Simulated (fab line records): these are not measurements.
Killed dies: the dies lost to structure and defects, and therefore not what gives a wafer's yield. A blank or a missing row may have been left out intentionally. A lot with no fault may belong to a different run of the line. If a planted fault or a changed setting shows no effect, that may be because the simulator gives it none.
Which tool did it? || flow sky130 || 33 wafers from 11 lots sampled at 3 of the route's 708 steps

== WHAT THE GAUGES READ, wafer by wafer ==
SKY_FIELD_ISO_THK_MEAS_02. Usual: for FIELD_ISO_OXIDATION_00_THK the level is 11.98 nm and the standard deviation is 0.22.
{"lot": "L345", "measured": "day 1 21:38", "on": "film-metro-03", "FIELD_ISO_OXIDATION_00_THK (nm)": "12.06 11.93 11.83", "flag": ""}
{"lot": "L352", "measured": "day 3 10:30", "on": "film-metro-04", "FIELD_ISO_OXIDATION_00_THK (nm)": "11.82 11.84 11.61", "flag": ""}
{"lot": "L353", "measured": "day 3 13:38", "on": "film-metro-03", "FIELD_ISO_OXIDATION_00_THK (nm)": "11.82 11.79 11.80", "flag": ""}
{"lot": "L354", "measured": "day 3 20:58", "on": "film-metro-03", "FIELD_ISO_OXIDATION_00_THK (nm)": "11.53 11.48 11.48", "flag": ""}
{"lot": "L355", "measured": "day 3 23:54", "on": "film-metro-03", "FIELD_ISO_OXIDATION_00_THK (nm)": "11.61 11.75 11.61", "flag": ""}
{"lot": "L356", "measured": "day 4 09:30", "on": "film-metro-01", "FIELD_ISO_OXIDATION_00_THK (nm)": "12.14 12.12 12.30", "flag": ""}
{"lot": "L357", "measured": "day 4 14:54", "on": "film-metro-03", "FIELD_ISO_OXIDATION_00_THK (nm)": "11.91 11.90 12.20", "flag": ""}
{"lot": "L358", "measured": "day 4 14:55", "on": "film-metro-01", "FIELD_ISO_OXIDATION_00_THK (nm)": "12.03 12.01 12.00", "flag": ""}
{"lot": "L364", "measured": "day 5 20:38", "on": "film-metro-04", "FIELD_ISO_OXIDATION_00_THK (nm)": "11.85 11.70 11.91", "flag": ""}
{"lot": "L365", "measured": "day 6 01:38", "on": "film-metro-03", "FIELD_ISO_OXIDATION_00_THK (nm)": "12.03 12.14 12.14", "flag": ""}
{"lot": "L366", "measured": "day 6 07:29", "on": "film-metro-04", "FIELD_ISO_OXIDATION_00_THK (nm)": "12.29 12.24 12.08", "flag": ""}

SKY_NWELL_RS_MEAS_29: measures by four-point-probe. Usual: for NWELL_RS the level is 624.8 ohm/sq and the standard deviation is 1.6.
{"lot": "L345", "measured": "day 5 21:10", "on": "film-metro-04", "NWELL_RS (ohm/sq)": "625.1 626.1 624.8", "flag": ""}
{"lot": "L352", "measured": "day 7 23:30", "on": "film-metro-04", "NWELL_RS (ohm/sq)": "622.7 622.4 624.3", "flag": ""}
{"lot": "L353", "measured": "day 8 01:10", "on": "film-metro-01", "NWELL_RS (ohm/sq)": "624.2 624.6 624.1", "flag": ""}
{"lot": "L354", "measured": "day 8 11:53", "on": "film-metro-01", "NWELL_RS (ohm/sq)": "607.2 606.3 607.1", "flag": "OFF"}
{"lot": "L355", "measured": "day 8 12:52", "on": "film-metro-01", "NWELL_RS (ohm/sq)": "622.8 624.0 620.3", "flag": ""}
{"lot": "L356", "measured": "day 8 22:29", "on": "film-metro-02", "NWELL_RS (ohm/sq)": "625.5 627.8 624.9", "flag": ""}
{"lot": "L357", "measured": "day 9 02:42", "on": "film-metro-02", "NWELL_RS (ohm/sq)": "625.0 624.6 625.3", "flag": ""}
{"lot": "L358", "measured": "day 9 02:36", "on": "film-metro-01", "NWELL_RS (ohm/sq)": "605.9 604.5 604.2", "flag": "OFF"}
{"lot": "L364", "measured": "day 10 12:48", "on": "film-metro-04", "NWELL_RS (ohm/sq)": "625.5 622.9 624.9", "flag": ""}
{"lot": "L365", "measured": "day 10 19:13", "on": "film-metro-04", "NWELL_RS (ohm/sq)": "625.2 624.9 624.3", "flag": ""}
{"lot": "L366", "measured": "day 11 03:44", "on": "film-metro-04", "NWELL_RS (ohm/sq)": "625.9 624.5 624.2", "flag": ""}

== EACH LOT AND THE TOOL THAT RAN IT (in order: tool; ch and the chambers of the sampled wafers; start) ==
{"lot": "L345", "SKY_NWELL_IMPLANT_13": "implanter-04 ch 0, day 5 03:50"}
{"lot": "L352", "SKY_NWELL_IMPLANT_13": "implanter-01 ch 0, day 7 02:39"}
{"lot": "L353", "SKY_NWELL_IMPLANT_13": "implanter-02 ch 0, day 7 03:57"}
{"lot": "L354", "SKY_NWELL_IMPLANT_13": "implanter-02 ch 0, day 7 14:38"}
{"lot": "L355", "SKY_NWELL_IMPLANT_13": "implanter-04 ch 0, day 7 15:38"}
{"lot": "L356", "SKY_NWELL_IMPLANT_13": "implanter-02 ch 0, day 8 01:24"}
{"lot": "L357", "SKY_NWELL_IMPLANT_13": "implanter-02 ch 0, day 8 05:30"}
{"lot": "L358", "SKY_NWELL_IMPLANT_13": "implanter-01 ch 0, day 8 04:56"}
{"lot": "L364", "SKY_NWELL_IMPLANT_13": "implanter-02 ch 0, day 9 13:22"}
{"lot": "L365", "SKY_NWELL_IMPLANT_13": "implanter-02 ch 0, day 9 19:31"}
{"lot": "L366", "SKY_NWELL_IMPLANT_13": "implanter-04 ch 0, day 10 03:51"}
- SKY_NWELL_IMPLANT_13

== AS READ BY THE TOOLS THEMSELVES (means over the sampled wafers that have a number; for cases with no such wafer, the mark the record gives instead) ==
SKY_NWELL_IMPLANT_13. Usual: beam-energy-keV 50.002, standard deviation 0.017; faraday-current-uA 3.94, standard deviation 0.08.
{"lot": "L345", "tool": "implanter-04", "beam-energy-keV": 50.024, "faraday-current-uA": 3.93, "flag": ""}
{"lot": "L352", "tool": "implanter-01", "beam-energy-keV": 50.001, "faraday-current-uA": 3.97, "flag": ""}
{"lot": "L353", "tool": "implanter-02", "beam-energy-keV": 50.003, "faraday-current-uA": 3.95, "flag": ""}
{"lot": "L354", "tool": "implanter-02", "beam-energy-keV": 49.992, "faraday-current-uA": 3.90, "flag": ""}
{"lot": "L355", "tool": "implanter-04", "beam-energy-keV": 50.006, "faraday-current-uA": 4.00, "flag": ""}
{"lot": "L356", "tool": "implanter-02", "beam-energy-keV": 50.016, "faraday-current-uA": 3.87, "flag": ""}
{"lot": "L357", "tool": "implanter-02", "beam-energy-keV": 49.996, "faraday-current-uA": 3.97, "flag": ""}
{"lot": "L358", "tool": "implanter-01", "beam-energy-keV": 50.008, "faraday-current-uA": 3.95, "flag": ""}
{"lot": "L364", "tool": "implanter-02", "beam-energy-keV": 50.004, "faraday-current-uA": 4.00, "flag": ""}
{"lot": "L365", "tool": "implanter-02", "beam-energy-keV": 49.973, "faraday-current-uA": 3.92, "flag": ""}
{"lot": "L366", "tool": "implanter-04", "beam-energy-keV": 50.005, "faraday-current-uA": 3.91, "flag": ""}

== THE ANSWER, worked out from the rows above alone ==
Rule: take the mean of a lot's wafers that have a number; if it is more than 3 standard deviations from the usual mean, the lot is off. Also off: a lot with no number at a reading for which 4 or more lots have one. The other lots that the step has rows for count as sound. The gauges are gone through in route order, then the tools' own readings, and for those a lot's mean is taken as printed above. At the first step where some lot is off, the reading lying furthest off is the one used; lots without a number count as furthest.
Off: L354, L358, seen at SKY_NWELL_RS_MEAS_29 (NWELL_RS).
If a tool, at a process step before that reading, ran all the lots that are off and no sound lot after the first of them, it fits. Gauges at SKY_NWELL_RS_MEAS_29: tried the same way as those tools. No candidate that was tried fits.

== WHAT THE SIMULATOR HAD INSERTED ==
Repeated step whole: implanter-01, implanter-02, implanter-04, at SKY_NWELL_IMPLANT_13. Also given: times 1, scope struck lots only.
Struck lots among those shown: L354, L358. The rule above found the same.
